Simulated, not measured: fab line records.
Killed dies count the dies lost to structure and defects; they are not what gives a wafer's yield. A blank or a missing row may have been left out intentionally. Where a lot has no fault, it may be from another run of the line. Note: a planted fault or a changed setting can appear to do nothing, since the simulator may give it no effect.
Which tool is to blame? ; flow gf180mcu ; 11 lots with 33 wafers sampled at 6 steps, on a route of 602 steps

WHAT THE GAUGES READ, wafer by wafer
GF_V2_THK_MEAS_25: measures by xrf.
lot;measured;on;V2_W_THK (nm)
L484;day 20 11:06;film_metro-03;359 352 351
L485;day 21 01:15;film_metro-02;359 346 348
L486;day 21 10:36;film_metro-02;357 347 355
L489;day 22 06:23;film_metro-03;340 348 344
L493;day 24 04:08;film_metro-03;339 342 340
L497;day 25 22:41;film_metro-02;353 349 354
L501;day 27 00:57;film_metro-03;345 353 346
L503;day 27 04:38;film_metro-01;345 349 346
L505;day 27 21:11;film_metro-01;344 337 343
L506;day 28 03:37;film_metro-03;348 352 348
L507;day 28 07:26;film_metro-02;351 348 353

GF_V3_THK_MEAS_01.
lot;measured;on;V3_CVD_00_THK (nm)
L484;day 21 12:44;film_metro-03;596 593 598
L485;day 22 02:50;film_metro-02;592 607 597
L486;day 22 11:56;film_metro-04;1214 1214 1187
L489;day 23 07:02;film_metro-03;595 597 598
L493;day 25 03:35;film_metro-02;1218 1213 1221
L497;day 26 20:34;film_metro-03;603 604 604
L501;day 27 23:08;film_metro-04;612 602 608
L503;day 28 02:13;film_metro-03;610 611 611
L505;day 28 18:23;film_metro-02;603 604 609
L506;day 29 00:14;film_metro-04;594 598 600
L507;day 29 04:46;film_metro-04;605 606 602

GF_V3_BOW_MEAS_05.
lot;measured;on;V3_BOW (um)
L484;day 21 13:14;film_metro-04;113 109 105
L485;day 22 03:20;film_metro-04;119 120 115
L486;day 22 12:35;film_metro-02;152 142 147
L489;day 23 07:32;film_metro-04;128 114 116
L493;day 25 04:05;film_metro-04;173 163 158
L497;day 26 21:03;film_metro-03;119 113 110
L501;day 27 23:37;film_metro-02;114 100 101
L503;day 28 02:49;film_metro-03;109 106 121
L505;day 28 18:53;film_metro-02;122 125 136
L506;day 29 00:44;film_metro-04;114 115 114
L507;day 29 05:16;film_metro-03;116 107 117

EACH LOT AND THE TOOL THAT RAN IT (in order: tool; ch and the chambers of the sampled wafers; start)
lot;GF_V2_CMP_04;GF_V2_STRIP_18;GF_V3_CVD_00
L484;cmp-02 ch 1,2,3, day 19 09:02;plasma_asher-01 ch 0,1, day 20 10:14;hdpcvd-01 ch 0,1, day 21 12:39
L485;cmp-01 ch 0,1,3, day 19 23:08;plasma_asher-04 ch 1, day 21 00:23;hdpcvd-02 ch 0,1,2, day 22 02:46
L486;cmp-01 ch 1,2,3, day 20 08:51;plasma_asher-03 ch 0,1, day 21 09:44;hdpcvd-02 ch 0,1, day 22 11:37
L489;cmp-02 ch 2,3, day 21 04:45;plasma_asher-04 ch 0, day 22 05:31;hdpcvd-02 ch 0,1,2, day 23 06:57
L493;cmp-02 ch 2,3, day 23 04:03;plasma_asher-03 ch 0, day 24 03:14;hdpcvd-01 ch 1,2, day 25 03:16
L497;cmp-02 ch 0,1,2, day 25 00:31;plasma_asher-01 ch 0,1, day 25 21:49;hdpcvd-01 ch 1,2, day 26 20:28
L501;cmp-02 ch 0,2,3, day 26 02:11;plasma_asher-01 ch 0,1, day 27 00:05;hdpcvd-02 ch 0,1, day 27 23:04
L503;cmp-02 ch 1,2, day 26 06:24;plasma_asher-03 ch 0, day 27 03:46;hdpcvd-01 ch 0,2, day 28 02:08
L505;cmp-01 ch 0,1,2, day 26 23:38;plasma_asher-03 ch 0,1, day 27 20:17;hdpcvd-01 ch 0,2, day 28 18:18
L506;cmp-01 ch 1,2,3, day 27 05:58;plasma_asher-03 ch 0,1, day 28 02:37;hdpcvd-02 ch 0,1,2, day 29 00:08
L507;cmp-01 ch 0,1,2, day 27 11:03;plasma_asher-04 ch 0,1, day 28 06:34;hdpcvd-01 ch 0,1,2, day 29 04:42
- GF_V2_CMP_04: polishes SiO2.
- GF_V2_STRIP_18: strips in O2/N2.
- GF_V3_CVD_00: deposits SiO2, target thk 600 nm, time 100 s.

WHAT THE TOOLS THEMSELVES READ (means of the sampled wafers that have a number; where no wafer has one, the mark that the record gives instead)
GF_V2_CMP_04.
lot;tool;motor_current_A (A);time_to_endpoint_s (s)
L484;cmp-02;11.6;77
L485;cmp-01;10.7;80
L486;cmp-01;12.3;77
L489;cmp-02;11.6;80
L493;cmp-02;11.6;77
L497;cmp-02;11.9;82
L501;cmp-02;11.4;84
L503;cmp-02;11.6;80
L505;cmp-01;11.6;79
L506;cmp-01;12.3;75
L507;cmp-01;12.5;79

GF_V2_STRIP_18.
lot;tool;drypump_motor_current_A (A);heater_power_w (W);oes_product_au (a.u.)
L484;plasma_asher-01;5.5;325;0.595
L485;plasma_asher-04;5.8;318;0.593
L486;plasma_asher-03;5.8;322;0.591
L489;plasma_asher-04;5.2;278;0.592
L493;plasma_asher-03;6.0;301;0.596
L497;plasma_asher-01;5.5;329;0.597
L501;plasma_asher-01;5.5;328;0.593
L503;plasma_asher-03;6.0;302;0.588
L505;plasma_asher-03;5.6;349;0.596
L506;plasma_asher-03;5.8;330;0.591
L507;plasma_asher-04;5.4;291;0.592

GF_V3_CVD_00.
lot;tool;sih4_flow_sccm (sccm)
L484;hdpcvd-01;59.87
L485;hdpcvd-02;60.12
L486;hdpcvd-02;60.02
L489;hdpcvd-02;60.10
L493;hdpcvd-01;60.01
L497;hdpcvd-01;60.04
L501;hdpcvd-02;60.14
L503;hdpcvd-01;59.93
L505;hdpcvd-01;59.84
L506;hdpcvd-02;59.83
L507;hdpcvd-01;60.10

THE ANSWER, worked out from the rows above alone
Rule: the lots themselves supply what counts as usual. Put in order of their means at a reading, lots are off if they are a third of the lots or fewer, leave a main group of 4 or more, and stand apart from it by a gap of 3 or more times the standard deviation of the main group's means; of several such gaps the widest counts. A main group whose means are all the same, to the digits that the tables above print for the reading, isn't used. A lot without any number at a reading at which 4 lots or more have one is off too. The other lots that the step has rows for count as sound. First the gauges in route order, then the tools' own readings, where a lot's mean is used as printed above. At the first step where some lot is off, the reading lying furthest off is the one used; lots without a number count as furthest.
Off: at GF_V3_THK_MEAS_01 (V3_CVD_00_THK), L486, L493. Mean 602 nm and standard deviation 5 in the main group.
If a tool, at a process step before that reading, ran all the lots that are off and no sound lot after the first of them, it fits. The gauges at GF_V3_THK_MEAS_01 are tried like those tools. No candidate that was tried fits.

WHAT THE SIMULATOR HAD PUT IN
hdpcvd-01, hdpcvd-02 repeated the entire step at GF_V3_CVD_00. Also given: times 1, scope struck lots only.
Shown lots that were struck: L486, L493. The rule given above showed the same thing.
